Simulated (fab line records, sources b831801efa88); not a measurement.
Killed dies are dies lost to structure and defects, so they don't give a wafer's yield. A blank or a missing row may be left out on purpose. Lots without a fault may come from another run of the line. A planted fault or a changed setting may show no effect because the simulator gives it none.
A struck lot beside a sound one | flow gf180mcu | 15 steps out of a route of 602
Sound: wafers L993.1, L993.3, L993.6. Struck: wafer L101.2. (L101.3 of the same lot was not struck and is left out.) The cause comes at the end.
At each step with rows: each side's tool, then ch and its chambers, then its first start. Under that, the readings that differ: sound wafers | struck wafers | difference of the means | sigmas: that difference in standard deviations of wafers without a fault.
alike: readings whose means differ by less than 2 such deviations, and words and numbers that are the same on both sides. not compared: withheld readings, readings that some wafer has no value for, bounds like >300 that may hide the same value, and numbers for which the record gives no deviation and whose values overlap.
The two part at a step that has a row with sigmas, a row that says differs or no value, or rows on one side only. Numbers that don't overlap but have no deviation are shown without sigmas and don't part them. A reading that every wafer of one side lacks parts them only if that side has two wafers or more.

GF_PSD_RS_MEAS_15: measures by four-point-probe.
  sound on film_metro-01, day 16 06:32; struck on film_metro-01, day 19 08:27
  alike: PSD_RS
GF_SAB_CVD_00: deposits SiO2 from TEOS, target thk 50 nm, time 4.9302 s.
  sound on pecvd-03 ch 1,2, day 16 06:40; struck on pecvd-03 ch 2, day 19 08:33
  reading            | sound       | struck | difference | sigmas
  rf_fwd_power_W (W) | 591 583 582 | 592    | +7         | +2
  alike: heater_power_w
  not compared: since_wet_clean_h
GF_SAB_THK_MEAS_01:
  sound on film_metro-02, day 16 06:43; struck on film_metro-03, day 19 08:35
  alike: SAB_CVD_00_THK
then, 7 steps without rows for these wafers: GF_SAB_DEHYDRATE_02 (time 60 s); GF_SAB_HMDS_03 (prime time 60 s); GF_SAB_COAT_04 (resist thk 1000 nm); GF_SAB_SOFTBAKE_05 (time 60 s); GF_SAB_EXPOSE_06 (exposes mask SAB, target cd 420 nm); GF_SAB_PEB_07; GF_SAB_DEVELOP_08 (develop time 60 s).
GF_SAB_CD_MEAS_09: target cd 420 nm.
  sound on cd_sem-02, day 17 04:15; struck on cd_sem-02, day 20 09:16
  reading    | sound             | struck | difference | sigmas
  cd_nm (nm) | 416.5 415.0 415.6 | 421.7  | +6.0       | +3
GF_SAB_OVL_MEAS_10:
  sound on overlay-02, day 17 04:22; struck on overlay-02, day 20 09:23
  reading      | sound        | struck | difference | sigmas
  SAB_OVL (nm) | 1.7 -0.1 0.4 | -2.7   | -3.4       | -2
GF_SAB_ETCH_11: etches SiO2 in C4F8/O2/Ar, target depth 55 nm, time 8.5 s.
  sound on rie_diel-02 ch 0,3, day 17 04:25; struck on rie_diel-02 ch 1, day 20 09:25
  reading                         | sound             | struck | difference | sigmas
  oes_product_au (a.u.)           | 1.005 0.994 1.003 | 0.780  | -0.221     | -25
  model.etch.depth_nm (nm)        | 55.23 54.54 54.88 | 35.75  | -19.13     |
  model.SAB.feature_depth_nm (nm) | 55.23 54.54 54.88 | 35.75  | -19.13     |
  alike: rf_fwd_power_W
  not compared: rf_hours_counter_h
then, 1 step without rows for these wafers: GF_SAB_WET_ETCH_12 (etches SiO2 in dHF, target depth 22 nm, time 440 s).
GF_PASSIVATION_PROBE_99:
  the record has rows for the sound wafers here (prober-02, day 30 16:29) and none for the struck ones

WHERE THEY PART
First at GF_SAB_CVD_00; last, within this record, at GF_PASSIVATION_PROBE_99.

WHY: what the simulator had put in
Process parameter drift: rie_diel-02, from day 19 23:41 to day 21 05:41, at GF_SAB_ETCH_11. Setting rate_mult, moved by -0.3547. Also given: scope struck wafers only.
